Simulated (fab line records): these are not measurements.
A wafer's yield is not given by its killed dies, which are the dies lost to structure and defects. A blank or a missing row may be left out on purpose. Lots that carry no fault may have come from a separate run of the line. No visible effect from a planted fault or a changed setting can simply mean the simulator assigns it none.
fab line records :: flow gf180mcu
[record]
  lots = 5
  wafers = 15
  lastDay = 34
route steps=602 shown V3@447 M4@456
lots untouched by any fault: they come from a run of this same line in which no faults occurred
startH: start of the lot's first displayed wafer, in hours after the record's first day :: waitH: hours since the lot's step before :: " same as the row above :: L1.1+2: one row covering several wafers at once :: - value missing, or start not given :: * or withheld: withheld :: < > ~ a bound
route shown NAME@n: names a module that has steps shown in the file, with the first one's number in the route :: usual: the fault-free wafers' mean and standard deviation :: same: alike in all rows :: chamber/n: place in a boat :: sites: readings site by site :: _std_site: standard deviation of those values :: _edge_site: the outer-site mean with the inner-site mean subtracted :: radiusMm: how far each site lies from the wafer's centre :: mask NAME#n: copy n :: behind: the last tool/chamber to shape the wafer :: hold: why the lot was held/for how many hours/how that ended :: device: whichever transistor did not switch (one of n, p or np) :: end of line: the tests these same wafers got at the end of their route :: for a step that has no rows: nothing shown but its recipe :: killed: not the wafer's yield, but the dies lost to structure and defects at the first sort :: map: the dies of a wafer, with x for killed, . for not killed, _ for no die there
set.NAME: the run value of the setting; set.NAME@STEP: its run value at that earlier step :: model.NAME: the simulator's own value behind a step, which no gauge read
lots at selected steps of the route; one table per step, one row per wafer
services: from which hour (startH, from the record's first day; less than 0 if before it) a tool's chamber was out of use, for how many hours, and why
[[steps]]
[step GF_V3_STRIP_18]
[recipe]
  chemistry = O2/N2
  powerW = 1400
  pressureMtorr = 1500
  platenTempC = 250
  o2FlowSccm = 3000
  n2FlowSccm = 300
  overashFraction = 0.5
[step GF_V3_STRIP_19]
[recipe]
  chemistry = postEtchResidueRemover
  timeS = 1200
  tempC = 72.5
[step GF_V3_CLEAN_20]
[recipe]
  chemistry = DIW
  dry = n2Spin
[step GF_V3_SPUTTER_21]
[recipe]
  material = Ti
  targetThkNm = 15
  chamberPressurePa = 5
  powerW = 2500
  substrateTempC = 200
  timeS = 80.02
[usual]
  throttleValvePct = 30.1/1.4
lot.wafer: L602.1
tool: pvdSputter-01
chamber: -
startH: 552.78
waitH: 0.0
throttleValvePct: 29.8

lot.wafer: L602.5
tool: pvdSputter-01
chamber: -
startH: 552.78
waitH: 0.0
throttleValvePct: 31.3

lot.wafer: L602.6
tool: pvdSputter-01
chamber: -
startH: 552.78
waitH: 0.0
throttleValvePct: 30.8

lot.wafer: L609.1
tool: pvdSputter-04
chamber: -
startH: 607.17
waitH: 0.0
throttleValvePct: 28.8

lot.wafer: L609.3
tool: pvdSputter-04
chamber: -
startH: 607.17
waitH: 0.0
throttleValvePct: 30.6

lot.wafer: L609.5
tool: pvdSputter-04
chamber: -
startH: 607.17
waitH: 0.0
throttleValvePct: 29.8

lot.wafer: L614.3
tool: pvdSputter-04
chamber: -
startH: 641.29
waitH: 0.0
throttleValvePct: 30.7

lot.wafer: L614.4
tool: pvdSputter-04
chamber: -
startH: 641.29
waitH: 0.0
throttleValvePct: 30.2

lot.wafer: L614.6
tool: pvdSputter-04
chamber: -
startH: 641.29
waitH: 0.0
throttleValvePct: 29.0

lot.wafer: L619.2
tool: pvdSputter-02
chamber: -
startH: 674.86
waitH: 0.0
throttleValvePct: 29.4

lot.wafer: L619.4
tool: pvdSputter-02
chamber: -
startH: 674.86
waitH: 0.0
throttleValvePct: 32.6

lot.wafer: L619.5
tool: pvdSputter-02
chamber: -
startH: 674.86
waitH: 0.0
throttleValvePct: 29.3

lot.wafer: L620.4
tool: pvdSputter-01
chamber: -
startH: 678.68
waitH: 0.0
throttleValvePct: 31.6

lot.wafer: L620.5
tool: pvdSputter-01
chamber: -
startH: 678.68
waitH: 0.0
throttleValvePct: 30.7

lot.wafer: L620.6
tool: pvdSputter-01
chamber: -
startH: 678.68
waitH: 0.0
throttleValvePct: 31.7
[step GF_V3_SPUTTER_22]
[recipe]
  material = TiN
  targetThkNm = 10
  chamberPressurePa = 5
  powerW = 4000
  timeS = 40
[usual]
  throttleValvePct = 30.2/1.4
lot.wafer: L602.1
tool: pvdSputter-01
chamber: -
startH: 552.84
waitH: 0.0
throttleValvePct: 29.8

lot.wafer: L602.5
tool: pvdSputter-01
chamber: -
startH: 552.84
waitH: 0.0
throttleValvePct: 31.7

lot.wafer: L602.6
tool: pvdSputter-01
chamber: -
startH: 552.84
waitH: 0.0
throttleValvePct: 30.7

lot.wafer: L609.1
tool: pvdSputter-04
chamber: -
startH: 607.23
waitH: 0.0
throttleValvePct: 28.7

lot.wafer: L609.3
tool: pvdSputter-04
chamber: -
startH: 607.23
waitH: 0.0
throttleValvePct: 31.0

lot.wafer: L609.5
tool: pvdSputter-04
chamber: -
startH: 607.23
waitH: 0.0
throttleValvePct: 29.8

lot.wafer: L614.3
tool: pvdSputter-04
chamber: -
startH: 641.35
waitH: 0.0
throttleValvePct: 30.8

lot.wafer: L614.4
tool: pvdSputter-04
chamber: -
startH: 641.35
waitH: 0.0
throttleValvePct: 29.8

lot.wafer: L614.6
tool: pvdSputter-04
chamber: -
startH: 641.35
waitH: 0.0
throttleValvePct: 29.0

lot.wafer: L619.2
tool: pvdSputter-02
chamber: -
startH: 674.92
waitH: 0.0
throttleValvePct: 29.7

lot.wafer: L619.4
tool: pvdSputter-02
chamber: -
startH: 674.92
waitH: 0.0
throttleValvePct: 32.5

lot.wafer: L619.5
tool: pvdSputter-02
chamber: -
startH: 674.92
waitH: 0.0
throttleValvePct: 29.4

lot.wafer: L620.4
tool: pvdSputter-01
chamber: -
startH: 678.74
waitH: 0.0
throttleValvePct: 31.6

lot.wafer: L620.5
tool: pvdSputter-01
chamber: -
startH: 678.74
waitH: 0.0
throttleValvePct: 30.8

lot.wafer: L620.6
tool: pvdSputter-01
chamber: -
startH: 678.74
waitH: 0.0
throttleValvePct: 31.5
[step GF_V3_CVD_23]
[recipe]
  material = W
  targetThkNm = 350
  timeS = 104.9
  tempC = 400
  pressureTorr = 40
[step GF_V3_RS_MEAS_24]
[recipe]
  thkMeasGauge = four-point-probe
  reads = W_of_V3_CVD_23+TiN_of_V3_SPUTTER_22+Ti_of_V3_SPUTTER_21
[usual]
  V3_W_RS = 0.328/0.0037
lot.wafer: L602.1
tool: filmMetro-04
chamber: -
startH: 552.99
waitH: 0.1
V3_W_RS[ohm/sq]: 0.331

lot.wafer: L602.5
tool: filmMetro-04
chamber: -
startH: 552.99
waitH: 0.1
V3_W_RS[ohm/sq]: 0.327

lot.wafer: L602.6
tool: filmMetro-04
chamber: -
startH: 552.99
waitH: 0.1
V3_W_RS[ohm/sq]: 0.328

lot.wafer: L609.1
tool: filmMetro-02
chamber: -
startH: 607.39
waitH: 0.1
V3_W_RS[ohm/sq]: 0.335

lot.wafer: L609.3
tool: filmMetro-02
chamber: -
startH: 607.39
waitH: 0.1
V3_W_RS[ohm/sq]: 0.333

lot.wafer: L609.5
tool: filmMetro-02
chamber: -
startH: 607.39
waitH: 0.1
V3_W_RS[ohm/sq]: 0.330

lot.wafer: L614.3
tool: filmMetro-01
chamber: -
startH: 641.54
waitH: 0.1
V3_W_RS[ohm/sq]: 0.323

lot.wafer: L614.4
tool: filmMetro-01
chamber: -
startH: 641.54
waitH: 0.1
V3_W_RS[ohm/sq]: 0.322

lot.wafer: L614.6
tool: filmMetro-01
chamber: -
startH: 641.54
waitH: 0.1
V3_W_RS[ohm/sq]: 0.321

lot.wafer: L619.2
tool: filmMetro-04
chamber: -
startH: 675.09
waitH: 0.1
V3_W_RS[ohm/sq]: 0.330

lot.wafer: L619.4
tool: filmMetro-04
chamber: -
startH: 675.09
waitH: 0.1
V3_W_RS[ohm/sq]: 0.330

lot.wafer: L619.5
tool: filmMetro-04
chamber: -
startH: 675.09
waitH: 0.1
V3_W_RS[ohm/sq]: 0.328

lot.wafer: L620.4
tool: filmMetro-02
chamber: -
startH: 678.95
waitH: 0.1
V3_W_RS[ohm/sq]: 0.321

lot.wafer: L620.5
tool: filmMetro-02
chamber: -
startH: 678.95
waitH: 0.1
V3_W_RS[ohm/sq]: 0.322

lot.wafer: L620.6
tool: filmMetro-02
chamber: -
startH: 678.95
waitH: 0.1
V3_W_RS[ohm/sq]: 0.324
[step GF_V3_THK_MEAS_25]
[recipe]
  thkMeasGauge = xrf
  reads = W_of_V3_CVD_23
[usual]
  V3_W_THK = 341/4.7
lot.wafer: L602.1
tool: filmMetro-04
chamber: -
startH: 553.11
waitH: 0.1
V3_W_THK[nm]: 341

lot.wafer: L602.5
tool: filmMetro-04
chamber: -
startH: 553.11
waitH: 0.1
V3_W_THK[nm]: 344

lot.wafer: L602.6
tool: filmMetro-04
chamber: -
startH: 553.11
waitH: 0.1
V3_W_THK[nm]: 345

lot.wafer: L609.1
tool: filmMetro-02
chamber: -
startH: 607.51
waitH: 0.1
V3_W_THK[nm]: 331

lot.wafer: L609.3
tool: filmMetro-02
chamber: -
startH: 607.51
waitH: 0.1
V3_W_THK[nm]: 335

lot.wafer: L609.5
tool: filmMetro-02
chamber: -
startH: 607.51
waitH: 0.1
V3_W_THK[nm]: 337

lot.wafer: L614.3
tool: filmMetro-01
chamber: -
startH: 641.64
waitH: 0.1
V3_W_THK[nm]: 338

lot.wafer: L614.4
tool: filmMetro-01
chamber: -
startH: 641.64
waitH: 0.1
V3_W_THK[nm]: 340

lot.wafer: L614.6
tool: filmMetro-01
chamber: -
startH: 641.64
waitH: 0.1
V3_W_THK[nm]: 339

lot.wafer: L619.2
tool: filmMetro-04
chamber: -
startH: 675.20
waitH: 0.1
V3_W_THK[nm]: 344

lot.wafer: L619.4
tool: filmMetro-04
chamber: -
startH: 675.20
waitH: 0.1
V3_W_THK[nm]: 343

lot.wafer: L619.5
tool: filmMetro-04
chamber: -
startH: 675.20
waitH: 0.1
V3_W_THK[nm]: 345

lot.wafer: L620.4
tool: filmMetro-02
chamber: -
startH: 679.04
waitH: 0.1
V3_W_THK[nm]: 351

lot.wafer: L620.5
tool: filmMetro-02
chamber: -
startH: 679.04
waitH: 0.1
V3_W_THK[nm]: 350

lot.wafer: L620.6
tool: filmMetro-02
chamber: -
startH: 679.04
waitH: 0.1
V3_W_THK[nm]: 347
[step GF_V3_CMP_26]
[recipe]
  stopOn = SiO2
  downForcePsi = 3.5
  platenRpm = 60
  tOverpolishS = 15
  targetThkNm = 0
  padVelocityMS = 0.94248
[usual]
  motorCurrentA = 10.8/0.99
  overpolishRunS = 14.998/0.0088
  timeToEndpointS = 86/3.3
lot.wafer: L602.1
tool: cmp-01
chamber: 2
startH: 553.23
waitH: 0.1
motorCurrentA: 11.3
overpolishRunS: 14.997
timeToEndpointS: 86

lot.wafer: L602.5
tool: cmp-01
chamber: 2
startH: 553.23
waitH: 0.1
motorCurrentA: 11.8
overpolishRunS: 14.999
timeToEndpointS: 89

lot.wafer: L602.6
tool: cmp-01
chamber: 3
startH: 553.23
waitH: 0.1
motorCurrentA: 11.3
overpolishRunS: 14.997
timeToEndpointS: 87

lot.wafer: L609.3
tool: cmp-01
chamber: 3
startH: 607.57
waitH: 0.0
motorCurrentA: 11.4
overpolishRunS: 14.988
timeToEndpointS: 88

lot.wafer: L609.1
tool: cmp-01
chamber: 2
startH: 607.57
waitH: 0.0
motorCurrentA: 12.2
overpolishRunS: 14.995
timeToEndpointS: 90

lot.wafer: L609.5
tool: cmp-01
chamber: 3
startH: 607.57
waitH: 0.0
motorCurrentA: 11.4
overpolishRunS: 14.998
timeToEndpointS: 87

lot.wafer: L614.4
tool: cmp-01
chamber: 1
startH: 641.73
waitH: 0.1
motorCurrentA: 11.5
overpolishRunS: 15.004
timeToEndpointS: 89

lot.wafer: L614.3
tool: cmp-01
chamber: 2
startH: 641.73
waitH: 0.1
motorCurrentA: 12.2
overpolishRunS: 15.005
timeToEndpointS: 87

lot.wafer: L614.6
tool: cmp-01
chamber: 0
startH: 641.73
waitH: 0.1
motorCurrentA: 10.1
overpolishRunS: 14.988
timeToEndpointS: 90

lot.wafer: L619.4
tool: cmp-01
chamber: 2
startH: 675.30
waitH: 0.1
motorCurrentA: 11.7
overpolishRunS: 15.024
timeToEndpointS: 87

lot.wafer: L619.2
tool: cmp-01
chamber: 0
startH: 675.30
waitH: 0.1
motorCurrentA: 9.9
overpolishRunS: 15.005
timeToEndpointS: 86

lot.wafer: L619.5
tool: cmp-01
chamber: 1
startH: 675.30
waitH: 0.1
motorCurrentA: 12.1
overpolishRunS: 14.993
timeToEndpointS: 82

lot.wafer: L620.4
tool: cmp-02
chamber: 1
startH: 679.17
waitH: 0.1
motorCurrentA: 9.6
overpolishRunS: 15.000
timeToEndpointS: 90

lot.wafer: L620.5
tool: cmp-02
chamber: 3
startH: 679.17
waitH: 0.1
motorCurrentA: 10.3
overpolishRunS: 15.002
timeToEndpointS: 88

lot.wafer: L620.6
tool: cmp-02
chamber: 0
startH: 679.17
waitH: 0.1
motorCurrentA: 9.5
overpolishRunS: 14.997
timeToEndpointS: 82
[step GF_M4_SPUTTER_00]
[recipe]
  material = Ti
  targetThkNm = 37.5
  arrivingIonEnergyEv = 80
  substrateTempC = 200
  chamberPressurePa = 2
  powerW = 4000
  timeS = 150
[step GF_M4_SPUTTER_01]
[recipe]
  material = TiN
  targetThkNm = 30
  powerW = 6500
  timeS = 25
  chamberPressurePa = 0.4
[step GF_M4_SPUTTER_02]
[recipe]
  material = AlCu
  targetThkNm = 450
  powerW = 10600
  timeS = 23.9
  chamberPressurePa = 0.4
[usual]
  throttleValvePct = 30.1/1.1
lot.wafer: L602.1
tool: pvdSputter-03
chamber: -
startH: 553.66
waitH: 0.0
throttleValvePct: 29.7

lot.wafer: L602.5
tool: pvdSputter-03
chamber: -
startH: 553.66
waitH: 0.0
throttleValvePct: 29.5

lot.wafer: L602.6
tool: pvdSputter-03
chamber: -
startH: 553.66
waitH: 0.0
throttleValvePct: 30.8

lot.wafer: L609.1
tool: pvdSputter-03
chamber: -
startH: 608.00
waitH: 0.0
throttleValvePct: 29.8

lot.wafer: L609.3
tool: pvdSputter-03
chamber: -
startH: 608.00
waitH: 0.0
throttleValvePct: 30.1

lot.wafer: L609.5
tool: pvdSputter-03
chamber: -
startH: 608.00
waitH: 0.0
throttleValvePct: 30.6

lot.wafer: L614.3
tool: pvdSputter-02
chamber: -
startH: 642.12
waitH: 0.0
throttleValvePct: 31.9

lot.wafer: L614.4
tool: pvdSputter-02
chamber: -
startH: 642.12
waitH: 0.0
throttleValvePct: 28.8

lot.wafer: L614.6
tool: pvdSputter-02
chamber: -
startH: 642.12
waitH: 0.0
throttleValvePct: 28.9

lot.wafer: L619.2
tool: pvdSputter-03
chamber: -
startH: 675.69
waitH: 0.0
throttleValvePct: 29.7

lot.wafer: L619.4
tool: pvdSputter-03
chamber: -
startH: 675.69
waitH: 0.0
throttleValvePct: 30.1

lot.wafer: L619.5
tool: pvdSputter-03
chamber: -
startH: 675.69
waitH: 0.0
throttleValvePct: 30.9

lot.wafer: L620.4
tool: pvdSputter-03
chamber: -
startH: 679.51
waitH: 0.0
throttleValvePct: 30.2

lot.wafer: L620.5
tool: pvdSputter-03
chamber: -
startH: 679.51
waitH: 0.0
throttleValvePct: 30.6

lot.wafer: L620.6
tool: pvdSputter-03
chamber: -
startH: 679.51
waitH: 0.0
throttleValvePct: 29.9
[step GF_M4_SPUTTER_03]
[recipe]
  material = Ti
  targetThkNm = 10
  substrateTempC = 300
  chamberPressurePa = 0.3
  powerW = 3000
  timeS = 6.7
[usual]
  throttleValvePct = 30.1/1.1
lot.wafer: L602.1
tool: pvdSputter-03
chamber: -
startH: 553.69
waitH: 0.0
throttleValvePct: 29.7
model.Ti_of_M4_SPUTTER_03.thkNm: 10.01

lot.wafer: L602.5
tool: pvdSputter-03
chamber: -
startH: 553.69
waitH: 0.0
throttleValvePct: 29.4
model.Ti_of_M4_SPUTTER_03.thkNm: 10.11

lot.wafer: L602.6
tool: pvdSputter-03
chamber: -
startH: 553.69
waitH: 0.0
throttleValvePct: 30.6
model.Ti_of_M4_SPUTTER_03.thkNm: 10

lot.wafer: L609.1
tool: pvdSputter-03
chamber: -
startH: 608.03
waitH: 0.0
throttleValvePct: 29.6
model.Ti_of_M4_SPUTTER_03.thkNm: 9.801

lot.wafer: L609.3
tool: pvdSputter-03
chamber: -
startH: 608.03
waitH: 0.0
throttleValvePct: 30.2
model.Ti_of_M4_SPUTTER_03.thkNm: 9.764

lot.wafer: L609.5
tool: pvdSputter-03
chamber: -
startH: 608.03
waitH: 0.0
throttleValvePct: 30.5
model.Ti_of_M4_SPUTTER_03.thkNm: 10.23

lot.wafer: L614.3
tool: pvdSputter-02
chamber: -
startH: 642.15
waitH: 0.0
throttleValvePct: 32.0
model.Ti_of_M4_SPUTTER_03.thkNm: 10.04

lot.wafer: L614.4
tool: pvdSputter-02
chamber: -
startH: 642.15
waitH: 0.0
throttleValvePct: 28.9
model.Ti_of_M4_SPUTTER_03.thkNm: 10.12

lot.wafer: L614.6
tool: pvdSputter-02
chamber: -
startH: 642.15
waitH: 0.0
throttleValvePct: 28.9
model.Ti_of_M4_SPUTTER_03.thkNm: 9.961

lot.wafer: L619.2
tool: pvdSputter-03
chamber: -
startH: 675.72
waitH: 0.0
throttleValvePct: 29.6
model.Ti_of_M4_SPUTTER_03.thkNm: 10.08

lot.wafer: L619.4
tool: pvdSputter-03
chamber: -
startH: 675.72
waitH: 0.0
throttleValvePct: 30.1
model.Ti_of_M4_SPUTTER_03.thkNm: 9.945

lot.wafer: L619.5
tool: pvdSputter-03
chamber: -
startH: 675.72
waitH: 0.0
throttleValvePct: 30.7
model.Ti_of_M4_SPUTTER_03.thkNm: 9.916

lot.wafer: L620.4
tool: pvdSputter-03
chamber: -
startH: 679.55
waitH: 0.0
throttleValvePct: 30.1
model.Ti_of_M4_SPUTTER_03.thkNm: 9.955

lot.wafer: L620.5
tool: pvdSputter-03
chamber: -
startH: 679.55
waitH: 0.0
throttleValvePct: 30.8
model.Ti_of_M4_SPUTTER_03.thkNm: 9.977

lot.wafer: L620.6
tool: pvdSputter-03
chamber: -
startH: 679.55
waitH: 0.0
throttleValvePct: 29.6
model.Ti_of_M4_SPUTTER_03.thkNm: 9.94
[step GF_M4_SPUTTER_04]
[recipe]
  material = TiN
  targetThkNm = 50
  powerW = 6500
  timeS = 41.7
  chamberPressurePa = 0.4
[usual]
  throttleValvePct = 30.1/1.1
lot.wafer: L602.1
tool: pvdSputter-03
chamber: -
startH: 553.71
waitH: 0.0
throttleValvePct: 29.6

lot.wafer: L602.5
tool: pvdSputter-03
chamber: -
startH: 553.71
waitH: 0.0
throttleValvePct: 29.6

lot.wafer: L602.6
tool: pvdSputter-03
chamber: -
startH: 553.71
waitH: 0.0
throttleValvePct: 30.9

lot.wafer: L609.1
tool: pvdSputter-03
chamber: -
startH: 608.05
waitH: 0.0
throttleValvePct: 29.5

lot.wafer: L609.3
tool: pvdSputter-03
chamber: -
startH: 608.05
waitH: 0.0
throttleValvePct: 30.1

lot.wafer: L609.5
tool: pvdSputter-03
chamber: -
startH: 608.05
waitH: 0.0
throttleValvePct: 30.6

lot.wafer: L614.3
tool: pvdSputter-02
chamber: -
startH: 642.17
waitH: 0.0
throttleValvePct: 32.0

lot.wafer: L614.4
tool: pvdSputter-02
chamber: -
startH: 642.17
waitH: 0.0
throttleValvePct: 29.1

lot.wafer: L614.6
tool: pvdSputter-02
chamber: -
startH: 642.17
waitH: 0.0
throttleValvePct: 29.0

lot.wafer: L619.2
tool: pvdSputter-03
chamber: -
startH: 675.75
waitH: 0.0
throttleValvePct: 29.6

lot.wafer: L619.4
tool: pvdSputter-03
chamber: -
startH: 675.75
waitH: 0.0
throttleValvePct: 30.1

lot.wafer: L619.5
tool: pvdSputter-03
chamber: -
startH: 675.75
waitH: 0.0
throttleValvePct: 30.6

lot.wafer: L620.4
tool: pvdSputter-03
chamber: -
startH: 679.57
waitH: 0.0
throttleValvePct: 30.1

lot.wafer: L620.5
tool: pvdSputter-03
chamber: -
startH: 679.57
waitH: 0.0
throttleValvePct: 30.7

lot.wafer: L620.6
tool: pvdSputter-03
chamber: -
startH: 679.57
waitH: 0.0
throttleValvePct: 29.8
[[services]]
tool: pvdSputter-04
chamber: 2
startH: 530.00
hours: -
kind: consumableReplace:kit

tool: pvdSputter-04
chamber: 2
startH: 530.00
hours: 18.0
kind: scheduledDown

tool: pvdSputter-04
chamber: 2
startH: 530.00
hours: 18.0
kind: ventCycle

tool: pvdSputter-01
chamber: -
startH: 538.21
hours: 3.4
kind: repair

tool: pvdSputter-02
chamber: -
startH: 542.69
hours: 24.9
kind: repair

tool: cmp-02
chamber: -
startH: 550.40
hours: 6.2
kind: repair

tool: pvdSputter-04
chamber: -
startH: 565.47
hours: 3.3
kind: repair

tool: cmp-02
chamber: -
startH: 576.00
hours: 4.0
kind: pm

tool: cmp-02
chamber: -
startH: 580.00
hours: -
kind: consumableReplace:conditioner

tool: cmp-02
chamber: -
startH: 580.00
hours: -
kind: consumableReplace:pad

tool: pvdSputter-02
chamber: -
startH: 597.88
hours: 0.5
kind: repair

tool: pvdSputter-03
chamber: 0
startH: 617.55
hours: -
kind: consumableReplace:kit

tool: pvdSputter-03
chamber: 0
startH: 617.55
hours: 18.0
kind: scheduledDown

tool: pvdSputter-03
chamber: 0
startH: 617.55
hours: 18.0
kind: ventCycle

tool: cmp-02
chamber: -
startH: 644.31
hours: 5.6
kind: repair

tool: cmp-01
chamber: -
startH: 649.96
hours: 7.0
kind: pm

tool: cmp-01
chamber: -
startH: 654.46
hours: 4.0
kind: repair

tool: pvdSputter-04
chamber: -
startH: 655.53
hours: 2.1
kind: repair

tool: cmp-02
chamber: -
startH: 658.63
hours: 4.6
kind: pm

tool: pvdSputter-02
chamber: 3
startH: 662.06
hours: -
kind: consumableReplace:kit

tool: pvdSputter-02
chamber: 3
startH: 662.06
hours: 18.0
kind: scheduledDown

tool: pvdSputter-02
chamber: 3
startH: 662.06
hours: 18.0
kind: ventCycle

tool: pvdSputter-02
chamber: -
startH: 663.89
hours: 8.5
kind: repair
[[key]]
firstSign none at tools or gauges
[modelEffect]
  step = GF_M4_SPUTTER_03
  value = Ti_of_M4_SPUTTER_03.thkNm
  without = 10.16
  struck = 9.783
metAt GF_M4_SPUTTER_03
struckWafers L609.1,L609.3
onsetBetween 553.69 608.03
[fault]
  kind = processParameterDrift
  tool = pvdSputter-03
  chamber = -
  onsetH = 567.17
  steps = GF_M4_SPUTTER_03
  channel = timeS
  offset = *
  shape = step
  endH = 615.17
  scope = struckWafersOnly
  actsIn = *
  stated = *
